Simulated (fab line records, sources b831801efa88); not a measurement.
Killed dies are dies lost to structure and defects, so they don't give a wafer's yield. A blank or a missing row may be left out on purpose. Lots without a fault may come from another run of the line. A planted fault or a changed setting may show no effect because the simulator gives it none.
Which tool did it? | flow sky130 | 6 lots, 18 wafers sampled, at 1 step of a route of 708

WHAT THE GAUGES READ, wafer by wafer
SKY_FIELD_ISO_BOW_MEAS_00.
lot  | measured    | on            | INCOMING_BOW (um)
L391 | day 1 15:01 | film_metro-03 | 4 -2 6
L394 | day 2 06:01 | film_metro-03 | 1 -6 4
L396 | day 2 16:01 | film_metro-04 | -3 18 0
L399 | day 3 07:00 | film_metro-02 | -11 -10 7
L403 | day 4 03:02 | film_metro-03 | 4 4 18
L412 | day 6 00:00 | film_metro-03 | 10 5 7

WHICH TOOL RAN EACH LOT (tool, then ch and the chambers of the sampled wafers, then the start)
The record holds no process step before these readings.

THE ANSWER, worked out from the rows above alone
Rule: what is usual is taken from the lots themselves. Put in order of their means at a reading, lots are off if they are a third of the lots or fewer, leave a main group of 4 or more, and stand apart from it by a gap of 3 or more times the standard deviation of the main group's means; of several such gaps the widest counts. A main group whose means are all the same, to the digits that the tables above print for the reading, isn't used. A lot without any number at a reading at which 4 lots or more have one is off too. The other lots that the step has rows for count as sound.
No lot is off at any reading shown: from this, nothing can be told.

WHAT THE SIMULATOR HAD PUT IN
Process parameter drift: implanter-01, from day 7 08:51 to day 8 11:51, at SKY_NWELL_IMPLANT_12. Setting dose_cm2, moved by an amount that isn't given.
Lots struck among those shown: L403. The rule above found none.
